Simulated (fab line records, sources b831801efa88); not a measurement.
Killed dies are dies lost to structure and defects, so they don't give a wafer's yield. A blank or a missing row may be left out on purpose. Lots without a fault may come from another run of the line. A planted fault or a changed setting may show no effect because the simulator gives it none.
fab line records | flow sky130
record lots=12 wafers=36 last_day=50
route steps=708 shown VIA1@482 METAL4@599 CAP2M@604 PAD_OPEN@708
lots that met no fault: from a run of the same line without faults
start_h: hours from the record's first day to the start of the lot's first wafer shown | wait_h: hours since the lot's step before | " the same as in the row above | L1.1+2: a row that stands for several wafers | - no value, or no start given | * or withheld: withheld | < > ~ a bound
route shown NAME@n: a module of which the file shows steps, and the number in the route of the first | usual: mean/standard deviation of fault-free wafers | same: alike in all rows | chamber/n: place in a boat | sites: the reading at each site | _std_site: their standard deviation | _edge_site: outer sites' mean less inner sites' | radius_mm: how far each site lies from the wafer's centre | mask NAME#n: copy n | behind: the tool/chamber that last shaped the wafer | hold: why the lot was held/for how many hours/how that ended | device: the transistor (n, p or np) that didn't switch | end of line: the same wafers' tests at the end of the route | a step without rows: its recipe alone | killed: dies lost to structure and defects at the first sort, not the wafer's yield | map: a wafer's dies, x killed, . not, _ none there
set.NAME: the setting as run; set.NAME@STEP: as run at that earlier step | model.NAME: the simulator's own value behind a step, which no gauge read
steps of the route over a sample of lots; a table a step, a row a wafer
services: from which hour (start_h, from the record's first day; less than 0 if before it) a tool's chamber was out of use, for how many hours, and why
## steps
# step SKY_VIA1_CMP_24
# recipe stop_on=SiO2 t_overpolish_s=15 down_force_psi=3.5 platen_rpm=60 target_thk_nm=0 pad_velocity_m_s=0.94248
# usual motor_current_A=10.8/0.84 overpolish_run_s=15.001/0.0095 retaining_ring_pressure_frac=0.999/0.0049 time_to_endpoint_s=66.2/2.6
# columns lot.wafer tool chamber start_h wait_h motor_current_A overpolish_run_s retaining_ring_pressure_frac time_to_endpoint_s
L332.4 cmp-01 0 792.08 0.1 10.8 15.005 0.994 62.8
L332.1 " 1 " " 10.3 15.002 1.006 61.4
L332.3 " 2 " " 10.3 15.001 0.996 66.3
L333.4 cmp-01 0 794.91 0.2 10.6 14.999 1.004 65.5
L333.6 " 1 " " 10.6 15.008 0.997 66.4
L333.5 " 2 " " 10.5 15.000 0.999 66.5
L335.4 cmp-02 2 819.69 0.0 11.5 14.997 0.999 63.6
L335.1 " 0 " " 11.7 14.995 1.000 64.8
L335.3 " 1 " " 11.3 14.990 1.003 66.7
L336.2 cmp-02 1 821.45 0.1 11.6 14.999 1.000 66.3
L336.4 " 2 " " 11.9 14.991 0.994 65.3
L336.3 " 3 " " 9.1 15.004 0.999 66.9
L340.4 cmp-01 0 854.00 0.2 10.6 14.999 0.996 69.9
L340.6 " 1 " " 11.0 15.002 1.001 67.6
L340.5 " 2 " " 10.3 14.995 0.997 71.3
L347.3 cmp-02 1 917.34 0.0 11.0 15.006 0.997 72.1
L347.2 " 0 " " 12.3 14.985 0.998 71.6
L347.5 " 1 " " 11.4 14.998 0.993 72.4
L350.3 cmp-02 3 929.87 0.1 8.7 14.998 0.999 70.4
L350.1 " 1 " " 12.2 15.008 0.989 70.2
L350.5 " 3 " " 9.8 14.985 0.997 67.8
L351.2 cmp-01 2 933.38 0.0 10.8 14.986 0.992 67.7
L351.4 " 0 " " 10.2 14.991 0.999 68.0
L351.6 " 2 " " 10.8 15.010 0.992 67.1
L352.1 cmp-02 2 940.03 0.1 11.0 15.001 1.001 60.4
L352.4 " 1 " " 11.9 15.007 1.001 63.6
L352.6 " 2 " " 11.3 15.019 0.998 64.2
L353.2 cmp-01 2 947.63 0.1 10.3 14.999 0.995 62.9
L353.6 " 0 " " 10.4 14.988 0.995 63.8
L353.5 " 1 " " 10.9 15.009 1.014 62.4
L354.3 cmp-01 1 975.92 0.2 10.9 14.995 1.005 66.5
L354.4 " 2 " " 10.7 15.010 1.000 66.3
L354.1 " 0 " " 10.6 14.992 1.005 61.7
L355.4 cmp-01 2 976.87 0.2 10.3 15.007 0.999 64.2
L355.2 " 0 " " 10.9 15.016 1.002 66.3
L355.5 " 2 " " 10.7 14.992 1.002 63.9
# step SKY_METAL4_SPUTTER_01
# recipe material=TiN target_thk_nm=20 power_w=6500 time_s=16.7 chamber_pressure_pa=0.4
# usual chamber_pressure_pa=0.4000/0.00074 throttle_valve_pct=30.3/1
# columns lot.wafer tool chamber start_h wait_h chamber_pressure_pa throttle_valve_pct
L332.1 pvd_sputter-01 - 928.47 0.0 0.4005 29.0
L332.3 " - " " 0.3988 29.4
L332.4 " - " " 0.4010 30.3
L333.4 pvd_sputter-04 - 929.60 0.0 0.3989 30.7
L333.5 " - " " 0.4000 30.8
L333.6 " - " " 0.3995 30.8
L335.1 pvd_sputter-03 - 953.94 0.0 0.3994 30.8
L335.3 " - " " 0.4009 28.6
L335.4 " - " " 0.3985 31.9
L336.2 pvd_sputter-03 - 955.55 0.0 0.4009 32.3
L336.3 " - " " 0.3992 30.5
L336.4 " - " " 0.4001 30.9
L340.4 pvd_sputter-03 - 984.83 0.0 0.3996 29.2
L340.5 " - " " 0.3999 30.3
L340.6 " - " " 0.4007 32.5
L347.2 pvd_sputter-01 - 1039.99 0.0 0.4015 29.3
L347.3 " - " " 0.4004 31.2
L347.5 " - " " 0.3985 28.7
L350.1 pvd_sputter-03 - 1053.03 0.0 0.3987 30.7
L350.3 " - " " 0.3997 30.9
L350.5 " - " " 0.4011 32.1
L351.2 pvd_sputter-01 - 1055.84 0.0 0.4008 29.5
L351.4 " - " " 0.4004 31.0
L351.6 " - " " 0.4000 31.1
L352.1 pvd_sputter-04 - 1062.23 0.0 0.3997 30.7
L352.4 " - " " 0.4005 29.1
L352.6 " - " " 0.3993 30.7
L353.2 pvd_sputter-04 - 1068.40 0.0 0.4010 30.7
L353.5 " - " " 0.4006 28.9
L353.6 " - " " 0.4009 30.7
L354.1 pvd_sputter-03 - 1093.64 0.0 0.4006 32.3
L354.3 " - " " 0.4005 30.8
L354.4 " - " " 0.4002 30.7
L355.2 pvd_sputter-04 - 1095.33 0.0 0.3990 30.9
L355.4 " - " " 0.4001 28.9
L355.5 " - " " 0.3994 30.8
# step SKY_METAL4_SPUTTER_03
# recipe material=Ti target_thk_nm=5 power_w=3000 time_s=3.3 chamber_pressure_pa=0.4
# usual chamber_pressure_pa=0.4000/0.00081 throttle_valve_pct=30.4/1
# columns lot.wafer tool chamber start_h wait_h chamber_pressure_pa throttle_valve_pct
L332.1 pvd_sputter-01 - 928.53 0.0 0.4000 29.0
L332.3 " - " " 0.4007 29.2
L332.4 " - " " 0.3997 30.2
L333.4 pvd_sputter-04 - 929.66 0.0 0.4005 30.6
L333.5 " - " " 0.4010 30.8
L333.6 " - " " 0.4018 30.5
L335.1 pvd_sputter-03 - 954.01 0.0 0.3999 30.7
L335.3 " - " " 0.3999 28.8
L335.4 " - " " 0.4000 32.2
L336.2 pvd_sputter-03 - 955.61 0.0 0.4008 32.3
L336.3 " - " " 0.4002 30.3
L336.4 " - " " 0.4001 31.2
L340.4 pvd_sputter-03 - 984.89 0.0 0.3997 29.6
L340.5 " - " " 0.3989 30.3
L340.6 " - " " 0.3993 32.2
L347.2 pvd_sputter-01 - 1040.05 0.0 0.3992 29.7
L347.3 " - " " 0.4001 31.2
L347.5 " - " " 0.4011 28.8
L350.1 pvd_sputter-03 - 1053.10 0.0 0.4004 30.3
L350.3 " - " " 0.4004 31.0
L350.5 " - " " 0.4006 32.4
L351.2 pvd_sputter-01 - 1055.90 0.0 0.4003 29.4
L351.4 " - " " 0.4007 31.1
L351.6 " - " " 0.4007 31.2
L352.1 pvd_sputter-04 - 1062.29 0.0 0.3982 30.9
L352.4 " - " " 0.3983 28.9
L352.6 " - " " 0.4008 30.6
L353.2 pvd_sputter-04 - 1068.46 0.0 0.3996 30.6
L353.5 " - " " 0.3997 29.3
L353.6 " - " " 0.4004 31.0
L354.1 pvd_sputter-03 - 1093.70 0.0 0.4006 32.0
L354.3 " - " " 0.4001 30.8
L354.4 " - " " 0.4006 30.9
L355.2 pvd_sputter-04 - 1095.39 0.0 0.4008 30.9
L355.4 " - " " 0.3999 29.0
L355.5 " - " " 0.4003 31.0
# step SKY_CAP2M_THK_MEAS_01
# recipe reads=SiO2_of_CAP2M_CVD_00
# usual CAP2M_CVD_00_THK=15.57/0.23
# columns lot.wafer tool chamber start_h wait_h CAP2M_CVD_00_THK[nm]
L332.1 film_metro-04 - 928.62 - 15.42
L332.3 " - " " 15.39
L332.4 " - " " 15.69
L333.4 film_metro-03 - 929.87 - 15.72
L333.5 " - " " 15.47
L333.6 " - " " 15.68
L335.1 film_metro-04 - 954.10 - 15.33
L335.3 " - " " 15.13
L335.4 " - " " 15.81
L336.2 film_metro-03 - 955.71 - 15.27
L336.3 " - " " 15.64
L336.4 " - " " 15.61
L340.4 film_metro-01 - 985.02 - 15.33
L340.5 " - " " 15.22
L340.6 " - " " 15.33
L347.2 film_metro-03 - 1040.15 - 15.21
L347.3 " - " " 15.43
L347.5 " - " " 15.46
L350.1 film_metro-04 - 1053.19 - 15.43
L350.3 " - " " 15.57
L350.5 " - " " 15.76
L351.2 film_metro-01 - 1056.00 - 15.34
L351.4 " - " " 15.47
L351.6 " - " " 15.46
L352.1 film_metro-03 - 1062.38 - 15.77
L352.4 " - " " 15.82
L352.6 " - " " 16.08
L353.2 film_metro-03 - 1068.56 - 15.86
L353.5 " - " " 16.14
L353.6 " - " " 15.94
L354.1 film_metro-03 - 1093.79 - 15.64
L354.3 " - " " 15.13
L354.4 " - " " 15.59
L355.2 film_metro-03 - 1095.49 - 15.71
L355.4 " - " " 15.91
L355.5 " - " " 15.78
# step SKY_PAD_OPEN_PROBE_99
# usual defect_limited_yield=82.6/2.1 killed_at_M0_to_M3=44/7.5 killed_at_M4_up=3.1/1.7 killed_at_contacts=24/6.2 killed_at_front_end=15/4.2 killed_at_other=0.4/0.58 killed_dies=85/10 killed_on_rim=17/4 killed_open=47/7.7 killed_short=38/6.4 sort_bin_3_pad_short=0.8/0.41 sort_bin_5_function=10.3/1.7 sort_bin_6_memory=6.2/1.1 sort_n_pass=407/10 sort_yield_pct=82.6/2.1
# same gross_dies=492 killed_at_back_side=0 sort_bin_4_leakage[%]=0 sort_bin_8_speed[%]=0
# columns lot.wafer tool chamber start_h wait_h defect_limited_yield[%] killed_at_M0_to_M3 killed_at_M4_up killed_at_contacts killed_at_front_end killed_at_other killed_dies killed_on_rim killed_open killed_short sort_bin_3_pad_short[%] sort_bin_5_function[%] sort_bin_6_memory[%] sort_n_pass sort_yield_pct[%]
L340.4 prober-02 - 1123.28 0.2 29.7 323 1 19 3 0 346 67 33 21 5.1 47.0 18.3 146 29.7
L340.5 prober-02 - 1123.33 0.2 82.1 37 3 27 21 0 88 16 41 47 1.0 8.9 7.9 404 82.1
L340.6 prober-02 - 1123.38 0.2 85.2 37 4 22 10 0 73 10 35 38 0.2 8.3 6.3 419 85.2
L347.2 prober-02 - 1166.23 0.1 78.7 54 5 30 15 1 105 23 57 46 1.4 13.8 6.1 387 78.7
L347.3 prober-02 - 1166.28 0.2 84.8 37 2 19 17 0 75 13 35 40 1.0 9.8 4.5 417 84.8
L347.5 prober-02 - 1166.38 0.2 75.8 57 3 45 14 0 119 31 66 52 0.8 14.4 8.9 373 75.8
L352.1 prober-01 - 1183.29 0.1 84.3 41 3 18 15 0 77 11 45 32 0.4 9.3 5.9 415 84.3
L352.4 prober-01 - 1183.44 0.2 85.0 38 3 19 14 0 74 12 39 34 0.8 9.1 5.1 418 85.0
L352.6 prober-01 - 1183.54 0.2 82.3 44 2 25 16 0 87 19 46 41 1.2 10.6 5.9 405 82.3
# killed by level:class
L340.4 VIA1:unspecified=292 VIA1:geometric_particle:open=12 LOCAL_INTERCONNECT:geometric_particle:short=5 CONTACT:geometric_particle:open=5 LI_CONTACT:geometric_particle:open=4 VIA2:geometric_particle:open=3 VIA1:geometric_particle:short=3 VIA3:geometric_particle:short=3
L340.5 CONTACT:geometric_particle:open=10 CONTACT:geometric_particle:short=8 POLY_GATE:geometric_particle:short=7 POLY_GATE:geometric_particle:open=7 VIA1:geometric_particle:open=7 METAL2:geometric_particle:short=7 VIA3:geometric_particle:open=7 VIA1:geometric_particle:short=6
L340.6 CONTACT:geometric_particle:open=9 VIA1:geometric_particle:open=7 METAL2:geometric_particle:short=7 VIA1:geometric_particle:short=6 LI_CONTACT:geometric_particle:open=4 CONTACT:geometric_particle:short=4 VIA3:geometric_particle:open=4 FIELD_ISO:geometric_particle:open=3
L347.2 CONTACT:geometric_particle:open=15 VIA1:geometric_particle:open=11 METAL2:geometric_particle:short=10 VIA3:geometric_particle:open=10 LI_CONTACT:geometric_particle:open=7 METAL1:geometric_particle:short=7 FIELD_ISO:geometric_particle:short=4 POLY_GATE:geometric_particle:open=4
L347.3 METAL2:geometric_particle:short=8 CONTACT:geometric_particle:open=7 VIA1:geometric_particle:open=6 LI_CONTACT:geometric_particle:open=5 VIA3:geometric_particle:open=5 FIELD_ISO:geometric_particle:short=4 POLY_GATE:geometric_particle:short=4 CONTACT:geometric_particle:short=4
L347.5 VIA1:geometric_particle:open=17 LI_CONTACT:geometric_particle:open=16 CONTACT:geometric_particle:short=9 LOCAL_INTERCONNECT:geometric_particle:short=9 VIA3:geometric_particle:short=8 VIA2:geometric_particle:open=7 CONTACT:geometric_particle:open=6 VIA3:geometric_particle:open=6
L352.1 VIA1:geometric_particle:open=8 LI_CONTACT:geometric_particle:open=7 VIA3:geometric_particle:open=7 FIELD_ISO:geometric_particle:short=6 POLY_GATE:geometric_particle:open=4 LOCAL_INTERCONNECT:geometric_particle:short=4 CONTACT:geometric_particle:open=4 VIA2:geometric_particle:open=4
L352.4 VIA1:geometric_particle:open=9 CONTACT:geometric_particle:open=8 LI_CONTACT:geometric_particle:open=5 METAL1:geometric_particle:short=5 VIA1:geometric_particle:short=5 VIA2:geometric_particle:open=5 CONTACT:geometric_particle:short=4 METAL2:geometric_particle:short=4
L352.6 CONTACT:geometric_particle:open=10 VIA1:geometric_particle:open=9 VIA3:geometric_particle:open=7 CONTACT:geometric_particle:short=6 VIA1:geometric_particle:short=6 FIELD_ISO:geometric_particle:short=5 METAL2:geometric_particle:short=5 POLY_GATE:geometric_particle:open=4
## services
# columns tool chamber start_h hours kind
cmp-02 - 777.06 0.4 repair
cmp-02 - 787.01 1.3 repair
cmp-01 - 799.99 0.9 repair
pvd_sputter-01 - 838.35 1.6 repair
cmp-02 - 844.74 3.4 pm
cmp-02 - 852.67 2.3 repair
cmp-02 - 861.98 1.3 repair
cmp-01 - 873.83 3.1 repair
pvd_sputter-03 - 904.85 24.6 repair
cmp-02 - 912.14 4.0 pm
pvd_sputter-04 - 937.41 8.7 repair
pvd_sputter-04 - 964.66 21.3 repair
cmp-02 - 973.11 12.0 pm
cmp-01 - 984.86 1.3 repair
pvd_sputter-01 - 999.93 6.8 repair
cmp-01 - 1021.88 10.0 pm
cmp-01 - 1031.91 7.1 pm
cmp-01 - 1039.96 1.6 repair
pvd_sputter-03 - 1047.69 3.0 repair
cmp-01 - 1064.15 0.2 repair
pvd_sputter-04 - 1070.64 1.6 repair
cmp-02 - 1073.92 0.3 repair
cmp-01 - 1084.17 4.0 pm
cmp-01 - 1085.17 0.5 repair
## key
first_sign step=SKY_PAD_OPEN_PROBE_99 reading=killed_at_M0_to_M3 direction=up sigmas=37 usual=44 struck=323
effect step=SKY_PAD_OPEN_PROBE_99 reading=defect_limited_yield direction=down sigmas=25 usual=82.6 struck=29.7
met_at SKY_VIA1_CMP_24
struck_lots L340
struck_wafers L340.4
not_acting_at SKY_METAL4_SPUTTER_01,SKY_METAL4_SPUTTER_03,SKY_CAP2M_THK_MEAS_01
onset_between 794.91 854.00
fault kind=chamber_particle_source tool=cmp-01 chamber=0 onset_h=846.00 steps=SKY_VIA1_CMP_24 rate_per_visit_cm2=1.7919 end_h=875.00
